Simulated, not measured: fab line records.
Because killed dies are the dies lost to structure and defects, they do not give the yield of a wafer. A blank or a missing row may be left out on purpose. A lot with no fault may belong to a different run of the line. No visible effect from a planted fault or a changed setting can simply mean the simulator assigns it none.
Struck lot and sound lot, side by side | flow gf180mcu | 18 steps out of a route of 602
Sound: wafers L332.1, L332.4, L332.6. Struck: wafer L338.3. (L338.1, L338.5 of the same lot were not struck and are left out.) The cause comes at the end.
Each step with rows lists, per side, the tool, then ch with its chambers, then its first start. Under that, the readings that differ: sound wafers | struck wafers | difference of the means | sigmas: that difference in standard deviations of wafers without a fault.
alike: readings whose means differ by less than 2 such deviations, and words and numbers that are the same on both sides. not compared: withheld readings, readings that some wafer has no value for, bounds like >300 that may hide the same value, and numbers for which the record gives no deviation and whose values overlap.
Wherever a step has rows on one side only, a row that says differs or no value, or a row with sigmas, the two part there. Numbers that don't overlap but have no deviation are shown without sigmas and don't part them. A reading missing from all wafers of one side parts the sides only when that side holds two or more wafers.

first, 3 steps without rows for these wafers: GF_V5_EXPOSE_11 (exposes mask Via5, target cd 260 nm); GF_V5_PEB_12 (peb time 90 s); GF_V5_DEVELOP_13 (develop time 60 s).
GF_V5_CD_MEAS_14 targets a cd of 260 nm.
  sound on cd sem-01 at day 28 05:25; struck on cd sem-01 at day 30 08:20
  alike: cd nm
GF_V5_OVL_MEAS_15:
  sound on overlay-01 at day 28 05:32; struck on overlay-01 at day 30 08:28
  alike: V5_OVL
GF_V5_ETCH_16: etches BARC in N2/H2.
  sound on rie diel-01 ch 0,2, day 28 05:34; struck on rie diel-01 ch 1, day 30 08:29
  alike: drypump motor current A, oes product au, throttle valve pct
GF_V5_ETCH_17: etches SiO2 in C4F8/O2/Ar, stops on TiN, target depth 855 nm.
  sound on rie diel-01 ch 0,2; struck on rie diel-01 ch 1
  alike: oes product au
GF_V5_STRIP_18: strips in O2/N2.
  sound on plasma asher-01 ch 1, day 28 05:43; struck on plasma asher-01 ch 1, day 30 08:39
  alike: drypump motor current A, heater power w, oes product au
  not compared: rf hours counter h
then, 2 steps without rows for these wafers: GF_V5_STRIP_19 (strips in post etch residue remover, time 1200 s); GF_V5_CLEAN_20 (cleans in DIW).
GF_V5_SPUTTER_21: material Ti, target thk 15 nm, time 80.02 s.
  sound on pvd sputter-01 at day 28 06:15; struck on pvd sputter-01 at day 30 09:11
  alike: throttle valve pct
then, 1 step without rows for these wafers: GF_V5_SPUTTER_22 (material TiN, target thk 10 nm, time 40 s).
GF_V5_CVD_23: deposits W, target thk 350 nm, time 104.9 s.
  sound on cvd w-01 ch 0,1, day 28 06:21; struck on cvd w-01 ch 0, day 30 09:17
  reading                          | sound             | struck | difference | sigmas
  chamber pressure Torr (Torr)     | 40.00 40.03 39.98 | 17.79  | -22.21     | -99 or more
  model.W_of_V5_CVD_23.thk nm (nm) | 359.7 357.5 355.3 | 230.5  | -127.0     |
  alike: heater power w
GF_V5_RS_MEAS_24: a four-point-probe measurement.
  sound on film metro-02 at day 28 06:28; struck on film metro-03 at day 30 09:41
  reading          | sound             | struck | difference | sigmas
  V5_W_RS (ohm/sq) | 0.318 0.321 0.322 | 0.499  | +0.179     | +46
  not compared: hold
GF_V5_THK_MEAS_25: measures by xrf.
  sound on film metro-02 at day 28 06:35; struck on film metro-03 at day 30 13:03
  reading       | sound       | struck | difference | sigmas
  V5_W_THK (nm) | 361 361 359 | 239    | -121       | -18
  not compared: hold
GF_V5_CMP_26: polishes, stops on SiO2, t overpolish 13.53 s, target thk 0 nm.
  sound on cmp-02 ch 1,2,3, day 28 06:42; struck on cmp-02 ch 2, day 30 21:23
  reading                | sound    | struck                   | difference                   | sigmas
  hold                   | - - -    | await dispo/8.0h/release | no value on the sound wafers |
  time to endpoint s (s) | 91 87 95 | 62                       | -29                          | -5
  alike: motor current A
GF_TOP_METAL_SPUTTER_00: material Ti, target thk 37.5 nm, time 150 s.
  sound on pvd sputter-03 at day 28 06:57; struck on pvd sputter-03 at day 30 21:41
  alike: throttle valve pct
GF_PASSIVATION_PROBE_99:
  rows exist in the record for the struck wafers here (prober-01, day 32 00:46), but not for the sound ones

== WHERE THEY PART ==
First at GF_V5_CVD_23; last, within this record, at GF_PASSIVATION_PROBE_99.

WHY: what the simulator had put in
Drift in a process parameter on cvd w-01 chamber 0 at GF_V5_CVD_23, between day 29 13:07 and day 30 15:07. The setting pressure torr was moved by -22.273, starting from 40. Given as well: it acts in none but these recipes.
